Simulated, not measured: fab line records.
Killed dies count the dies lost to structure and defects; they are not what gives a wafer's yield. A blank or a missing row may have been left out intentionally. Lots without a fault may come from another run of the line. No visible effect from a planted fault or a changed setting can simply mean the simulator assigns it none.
2 desks, one fault / flow sky130 / only its own numbers are on each desk; what lay behind them is given at the end

== AT THE METROLOGY DESK ==
What the gauges read for every lot (on any tool): the sampled wafers with a number, averaged. The brackets show how far a lot's mean lies from the usual mean; more than 4 standard deviations puts the lot out of limits, marked OUT.
Columns: A = METAL4_OVL at SKY_METAL4_OVL_MEAS_14, usual 1 nm; B = VIA4_HDPCVD_THK at SKY_VIA4_THK_MEAS_01, usual 1752 nm; C = PASSIVATION_CVD_00_THK at SKY_PASSIVATION_THK_MEAS_01, usual 89.8 nm
lot=L928; first seen here=day 42 05:14; A=-3; B=1768; C=87.8
lot=L930; first seen here=day 42 17:47; A=-6; B=1768; C=89.5
lot=L931; first seen here=day 43 01:23; A=10; B=1750; C=89.4
lot=L932; first seen here=day 43 06:02; A=2; B=1751; C=90.4
lot=L933; first seen here=day 43 10:41; A=8; B=1747; C=89.5
lot=L935; first seen here=day 44 12:09; A=-3; B=1743; C=89.0
lot=L936; first seen here=day 44 13:35; A=-4; B=1763; C=89.9
lot=L937; first seen here=day 44 20:17; A=8; B=1768; C=89.8
lot=L939; first seen here=day 45 16:47; A=-2; B=2048 (+17) OUT; C=90.2
lot=L942; first seen here=day 46 03:05; A=-5; B=2306 (+33) OUT; C=89.2
lot=L947; first seen here=day 47 10:08; A=7; B=1752; C=91.5
lot=L951; first seen here=day 48 11:36; A=-2; B=1748; C=91.3
Per this desk, out of limits: L939, L942; the first was L939, day 45 17:55 (VIA4_HDPCVD_THK at SKY_VIA4_THK_MEAS_01). In limits: L928, L930, L931, L932, L933, L935, L936, L937, L947, L951.

== DESK OF THE TOOL OWNER: hdpcvd-01 ==
The tool's own readings at SKY_VIA4_HDPCVD_00 (deposits SiO2, target thk 1750 nm, time 291.7 s): means of the sampled wafers that have a number, for each lot that ran on this tool. The brackets show how far a lot's mean lies from the usual mean; more than 4 standard deviations puts the lot out of limits, marked OUT.
Columns: A = susceptor_temp_C at SKY_VIA4_HDPCVD_00, usual 400.02 C
lot=L928; first seen here=day 42 06:44; A=399.88
lot=L930; first seen here=day 42 18:44; A=399.86
lot=L932; first seen here=day 43 06:59; A=400.15
lot=L936; first seen here=day 44 14:32; A=400.08
lot=L937; first seen here=day 44 21:19; A=399.70
lot=L939; first seen here=day 45 17:44; A=399.92
lot=L942; first seen here=day 46 04:02; A=399.97
Finding of this desk: none of the 7 lots has anything out of limits.

== TAKEN TOGETHER ==
The metrology desk could have raised an alarm at day 45 17:55, on L939, L942.
The desk of the tool owner found nothing out of limits.
Tool owner's desk: L939, L942 on record, inside its limits.
The lots listed all ran SKY_VIA4_HDPCVD_00 on hdpcvd-01.

== WHAT THE SIMULATOR PUT IN ==
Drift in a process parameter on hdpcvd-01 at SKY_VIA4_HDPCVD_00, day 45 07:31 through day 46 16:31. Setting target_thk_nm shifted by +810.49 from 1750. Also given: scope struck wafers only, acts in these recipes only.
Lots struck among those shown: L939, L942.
Hours from the fault's start to each desk's first reading out of limits: the metrology desk, 10.
